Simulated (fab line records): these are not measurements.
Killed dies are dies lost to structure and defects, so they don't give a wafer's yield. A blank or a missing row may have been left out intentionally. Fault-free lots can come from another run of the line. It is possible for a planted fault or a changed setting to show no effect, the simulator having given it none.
Which tool is to blame? ; flow sky130 ; 18 wafers sampled from 6 lots at 1 step of a route of 708

== WHAT THE GAUGES READ, wafer by wafer ==
SKY_LDD_HVN_TW_MEAS_10.
lot;measured;on;LDD_HVN_TW
L587;day 21 11:11;filmMetro-04;1445 1445 1450
L589;day 22 10:06;filmMetro-01;1456 1452 1445
L592;day 23 08:25;filmMetro-04;1432 1439 1432
L600;day 26 14:38;filmMetro-02;1446 1439 1455
L602;day 27 03:50;filmMetro-04;1444 1438 1446
L605;day 27 20:45;filmMetro-01;1450 1454 1451

== TOOL THAT RAN EACH LOT (tool first, then ch and the chambers of the sampled wafers, then the start) ==
Before these readings, the record contains no process step.

== THE ANSWER, worked out from the rows above alone ==
Rule: the lots themselves supply what counts as usual. The widest of any qualifying gaps counts: lots, ordered by their means at a reading, are off when they make up no more than a third of the lots, leave a main group of 4 or more, and stand apart from it by 3 or more times the standard deviation of that group's means. A main group is skipped when, at the precision printed for the reading in the tables above, its means are all equal. A lot without any number at a reading at which 4 lots or more have one is off too. The other lots that the step has rows for count as sound.
Nothing can be told from this: no lot is off at any reading shown.

== WHAT THE SIMULATOR PUT IN ==
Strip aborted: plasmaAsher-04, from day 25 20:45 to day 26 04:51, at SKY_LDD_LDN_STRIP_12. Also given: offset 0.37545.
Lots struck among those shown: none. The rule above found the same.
